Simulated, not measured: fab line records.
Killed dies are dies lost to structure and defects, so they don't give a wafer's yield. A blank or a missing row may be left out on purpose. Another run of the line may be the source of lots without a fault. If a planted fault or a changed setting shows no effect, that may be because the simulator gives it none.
Chamber matching | flow gf180mcu | 4 sister chambers for GF_V1_CMP_26 on cmp-02
The step polishes, stops on SiO2, t overpolish 15 s, target thk 0 nm. 22 wafers are shown with their chamber, then 11 later ones without.

## WAFERS PAIRED WITH THEIR CHAMBERS
wafer  | chamber | motor current A (A) | time to endpoint s (s)
L767.3 | 0       | 10.8                | 89
L767.5 | 2       | 10.9                | 90
L767.6 | 3       | 12.7                | 89
L768.3 | 0       | 10.8                | 84
L768.4 | 1       | 11.2                | 84
L768.6 | 2       | 10.8                | 88
L773.3 | 2       | 11.0                | 86
L773.5 | 1       | 12.0                | 83
L773.6 | 2       | 11.0                | 86
L778.3 | 1       | 11.3                | 85
L778.4 | 0       | 10.6                | 85
L778.6 | 0       | 10.5                | 83
L783.3 | 0       | 10.3                | 89
L783.5 | 3       | 13.0                | 90
L783.6 | 0       | 10.5                | 88
L782.2 | 0       | 10.7                | 86
L782.3 | 3       | 13.1                | 88
L782.4 | 2       | 10.2                | 89
L784.1 | 2       | 10.8                | 89
L784.2 | 0       | 10.4                | 85
L784.4 | 1       | 11.0                | 85
L785.2 | 1       | 11.2                | 86

SIGNATURES (averages over the wafers above)
reading            | chamber 0 | chamber 1 | chamber 2 | chamber 3 | scatter within a chamber
motor current A    | 10.575    | 11.340    | 10.783    | 12.933    | 0.275
time to endpoint s | 86.12     | 84.60     | 88.00     | 89.00     | 1.8
Rule: a wafer lies at a distance from a chamber equal to the root of the sum of squares, over the readings, of (its reading less the chamber's mean, divided by the reading's scatter). The wafer belongs to the nearest chamber; if the next one is less than 2 further off, it can't be placed. The scatter: take each reading less its chamber's mean, square it, sum over the shown wafers, divide by the number of wafers less the number of chambers, and take the root.

## WAFERS MISSING THEIR CHAMBER
wafer  | motor current A (A) | time to endpoint s (s)
L785.4 | 10.7                | 90
L785.6 | 11.1                | 88
L786.3 | 10.5                | 86
L786.4 | 11.3                | 87
L786.5 | 12.8                | 91
L787.4 | 10.6                | 88
L787.5 | 10.2                | 89
L787.6 | 10.8                | 88
L788.2 | 10.6                | 86
L788.3 | 13.2                | 86
L788.5 | 11.3                | 86

## WHICH CHAMBER EACH ONE RAN IN
wafer  | from the rows above          | in truth
L785.4 | can't be placed: 2 or 0      | 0
L785.6 | can't be placed: 2 or 1 or 0 | 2
L786.3 | can't be placed: 0 or 2      | 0
L786.4 | can't be placed: 1 or 2 or 0 | 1
L786.5 | 3                            | 3
L787.4 | can't be placed: 2 or 0      | 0
L787.5 | can't be placed: 0 or 2      | 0
L787.6 | can't be placed: 2 or 0      | 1
L788.2 | can't be placed: 0 or 2      | 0
L788.3 | 3                            | 3
L788.5 | can't be placed: 1 or 2 or 0 | 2
Placed correctly: 2 of 11. Not placeable from these rows: 9 (in 8, the candidates include the true chamber). Wrongly placed: 0.
